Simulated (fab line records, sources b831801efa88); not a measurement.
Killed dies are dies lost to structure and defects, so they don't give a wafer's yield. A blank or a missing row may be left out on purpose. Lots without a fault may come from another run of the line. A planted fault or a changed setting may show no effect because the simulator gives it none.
Problem report in the 8D (eight disciplines) form, filled by code | flow sky130 | the parts of the form that need people (team, actions taken, sign-off) are left out

1. THE PROBLEM
LDD_N_TW at SKY_LDD_N_TW_MEAS_17 reads a mean of 2898 on 6 wafers of 2 lots; wafers without a fault read 2567 with a standard deviation of 25. That is +13 standard deviations from the usual mean.
First seen on wafer L546.1, day 23 17:01, on film_metro-03. The record holds 33 wafers of 11 lots with a number at this step. Rule for "out", or "out of limits": more than 4 standard deviations from the usual mean. The other wafers with a number count as sound.

2. WHAT IT IS AND WHAT IT IS NOT
question                    | is                     | is not
which readings at this step | LDD_N_TW               | -
which lots                  | L546, L548             | L531, L533, L536, L537, L538, L539, L552, L553, L554
which wafers of those lots  | all that have a number | -
read on which gauges        | film_metro-03          | film_metro-01, film_metro-02
when                        | from day 23 17:01      | up to then (18 sound wafers); but 9 sound wafers of L552, L553, L554 came after

3. SUSPECTS, AND WHAT RULES EACH OUT
Counting: a tool at a process step up to the reading stays a suspect if it ran every lot that is out and no sound lot after the first of them.
- the gauge at SKY_LDD_N_TW_MEAS_17: ruled out. All the wafers that are out were read on film_metro-03, but those of them that SKY_LDD_N_IMPLANT_10 has rows for are out there too, on other tools.
- plasma_asher-01 at SKY_NWELL_STRIP_25 (strips in O2/N2): kept. It ran every lot that is out, first L546 (day 9 05:46), and no sound lot after that; its last sound lot up to then is L538 (day 7 05:09).
- implanter-04 at SKY_LDD_N_IMPLANT_10: kept. It ran every lot that is out, first L546 (day 23 16:01), and no sound lot after that; its last sound lot up to then is L536 (day 20 00:22). Its own readings are out on those wafers: beam_on_s, dose_ions_cm2, faraday_current_uA.
Left after counting: plasma_asher-01 at SKY_NWELL_STRIP_25, implanter-04 at SKY_LDD_N_IMPLANT_10.

4. THE CAUSE (what the simulator had put in)
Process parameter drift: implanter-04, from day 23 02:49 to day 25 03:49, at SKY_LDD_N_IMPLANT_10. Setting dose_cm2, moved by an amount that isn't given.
Counting left 2 suspects, and this tool is among them.

5. THE CHAIN OF EFFECTS, in route order
Each row: a reading whose mean over the struck wafers that have a number lies more than 3 standard deviations from the usual. Only readings for which the record gives a usual standard deviation are gone through. hours: the time from each lot's start at the first step in this table that gives one to its start at this step, as a median over the lots. sigmas: the change in usual standard deviations.
hours | step                 | reading                  | usual     | on struck wafers | change     | sigmas
0     | SKY_LDD_N_IMPLANT_10 | beam_on_s                | 10.00 s   | 40.88            | +30.88     | +99 or more
0     | SKY_LDD_N_IMPLANT_10 | dose_ions_cm2            | 7.497e+13 | 3.967e+14        | +3.218e+14 | +99 or more
0     | SKY_LDD_N_IMPLANT_10 | faraday_current_uA       | 423       | 548              | +125       | +14
1     | SKY_LDD_N_STRIP_16   | strip_time_to_endpoint_s | 4.313 s   | 5.104            | +0.791     | +56
1     | SKY_LDD_N_TW_MEAS_17 | LDD_N_TW                 | 2567      | 2898             | +331       | +13
The process steps in it:
- SKY_LDD_N_IMPLANT_10
- SKY_LDD_N_STRIP_16: strips in O2/N2.

6. WHAT WOULD HAVE CAUGHT IT SOONER
In this record the first reading out of limits at a measuring or inspecting step was taken at day 23 17:01, 14 hours after the fault began at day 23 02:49.
The tool's own readings at SKY_LDD_N_IMPLANT_10 were out on every struck wafer that the step has a row for (beam_on_s, dose_ions_cm2, faraday_current_uA): an alarm limit on them would have fired on the first of those.
Of the lots that are out (2), L548 began SKY_LDD_N_IMPLANT_10 on implanter-04 after day 23 17:01. A hold on the tool at that time would have spared it.
